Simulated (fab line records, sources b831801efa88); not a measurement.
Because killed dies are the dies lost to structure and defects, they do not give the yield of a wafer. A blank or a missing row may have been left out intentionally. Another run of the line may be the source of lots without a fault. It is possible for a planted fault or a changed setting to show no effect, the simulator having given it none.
2 desks, one fault ; flow gf180mcu ; numbers are kept per desk, each desk with only its own; the story behind them comes last

== DESK OF THE TOOL OWNER: rtpAnneal-01 ==
At GF_HV_LDD_RTA_52 (time 10 s), the tool's own readings, given per lot that ran on this tool as the mean of the sampled wafers with a number. If a lot's mean is further than 4 standard deviations from the usual mean, the lot is out of limits and carries the mark OUT (the distance appears in the brackets).
Columns: A = lampPowerPct at GF_HV_LDD_RTA_52, usual 34.7 %; B = wafer_temp_C_max at GF_HV_LDD_RTA_52, usual 1003.8
lot;first seen here;A;B
L244;day 12 09:56;36.6;1004.2
L245;day 12 18:57;36.7;1003.7
L246;day 13 01:47;36.7;1004.3
L248;day 13 18:14;36.7;1003.2
L249;day 14 04:11;36.6;1004.0
L250;day 14 06:27;36.6;1003.3
L252;day 15 08:02;36.6;1003.8
L258;day 17 02:01;29.7;922.5 (-96) OUT
L259;day 17 06:40;29.7;922.4 (-96) OUT
This desk's verdict: out of limits on L258, L259, starting with L258 at day 17 02:01 (wafer_temp_C_max at GF_HV_LDD_RTA_52). L244, L245, L246, L248, L249, L250, L252: within limits.

== THE METROLOGY DESK ==
Means of the sampled wafers that have a number, per lot and without regard to the tool the lot ran on: this is what the gauges read. If a lot's mean is further than 4 standard deviations from the usual mean, the lot is out of limits and carries the mark OUT (the distance appears in the brackets).
Columns: A = LVPWELL_OVL at GF_LVPWELL_OVL_MEAS_07, usual -0.2 nm; B = cdNm at GF_HV_LDD_CD_MEAS_46, usual 399.7 nm; C = HV_LDD_RS at GF_HV_LDD_RS_MEAS_53, usual 417.8 ohm/sq
lot;first seen here;A;B;C
L244;day 3 21:49;-1.1;400.2;416.4
L245;day 4 04:11;0.7;396.8;417.6
L246;day 4 09:22;-0.1;396.7;418.9
L247;day 4 12:34;1.8;398.9;417.4
L248;day 4 20:01;-0.3;401.6;418.5
L249;day 5 04:04;-0.9;397.7;418.1
L250;day 5 05:32;0.3;397.0;417.6
L251;day 5 11:22;-0.6;403.4;419.3
L252;day 5 20:58;0.5;396.6;418.6
L258;day 7 03:07;0.6;399.6;416.0
L259;day 7 10:10;-0.6;402.4;413.9
L260;day 7 14:58;0.4;398.8;418.2
L262;day 8 00:55;-0.3;400.7;417.6
L265;day 8 19:16;0.2;399.6;418.1
This desk's finding: nothing out of limits on any of the 14 lots.

== BROUGHT TOGETHER ==
The tool owner's desk had the chance to raise an alarm at day 17 02:01 on L258, L259.
At the metrology desk, nothing out of limits was observed.
The metrology desk holds a record of L258, L259, inside its limits.
GF_HV_LDD_RTA_52 was run on rtpAnneal-01 by each of the lots named.

== WHAT THE SIMULATOR PUT IN ==
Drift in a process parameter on rtpAnneal-01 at GF_HV_LDD_RTA_52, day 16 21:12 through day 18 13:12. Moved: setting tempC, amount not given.
Struck lots among those shown: L258, L259.
Delay in hours, fault start to first out-of-limits reading, by desk: the tool owner's desk at 5.
